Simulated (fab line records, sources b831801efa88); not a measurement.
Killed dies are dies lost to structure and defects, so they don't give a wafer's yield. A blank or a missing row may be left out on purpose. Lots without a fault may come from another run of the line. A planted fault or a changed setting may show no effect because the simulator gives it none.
Chamber matching | flow gf180mcu | GF_V4_CVD_02 on pecvd-01: 3 sister chambers
The step deposits SiO2 from TEOS, target thk 850 nm, time 94.851 s. 3 wafers are shown with their chamber, then 7 later ones without.

WAFERS WITH THEIR CHAMBER
wafer  | chamber | heater_power_w (W)
L083.2 | 0       | 722
L090.2 | 1       | 764
L090.4 | 2       | 780

WAFERS WITHOUT THEIR CHAMBER
wafer  | heater_power_w (W)
L090.5 | 786
L089.2 | 766
L089.3 | 725
L089.5 | 778
L093.2 | 760
L093.3 | 747
L093.4 | 622

WHICH CHAMBER EACH WENT THROUGH
wafer  | from the rows above          | in truth
L090.5 | can't be placed: 2 or 1 or 0 | 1
L089.2 | can't be placed: 1 or 2 or 0 | 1
L089.3 | can't be placed: 0 or 1 or 2 | 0
L089.5 | can't be placed: 2 or 1 or 0 | 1
L093.2 | can't be placed: 1 or 2 or 0 | 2
L093.3 | can't be placed: 1 or 0 or 2 | 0
L093.4 | can't be placed: 0 or 1 or 2 | 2
Placed correctly: 0 of 7. Can't be placed from these rows: 7 (the true chamber is among the candidates in 7). Placed wrongly: 0.
How it was worked out, from the rows above alone: a wafer's distance from a chamber is the root of the sum, over the readings, of the square of ((its reading less the chamber's mean) divided by the reading's scatter). The wafer belongs to the nearest chamber; if the next one is less than 2 further off, it can't be placed. A chamber's mean is the mean of its shown wafers. The scatter: with one shown wafer a chamber, the root of the mean of the squares of how far each hidden wafer lies from its nearest shown one.
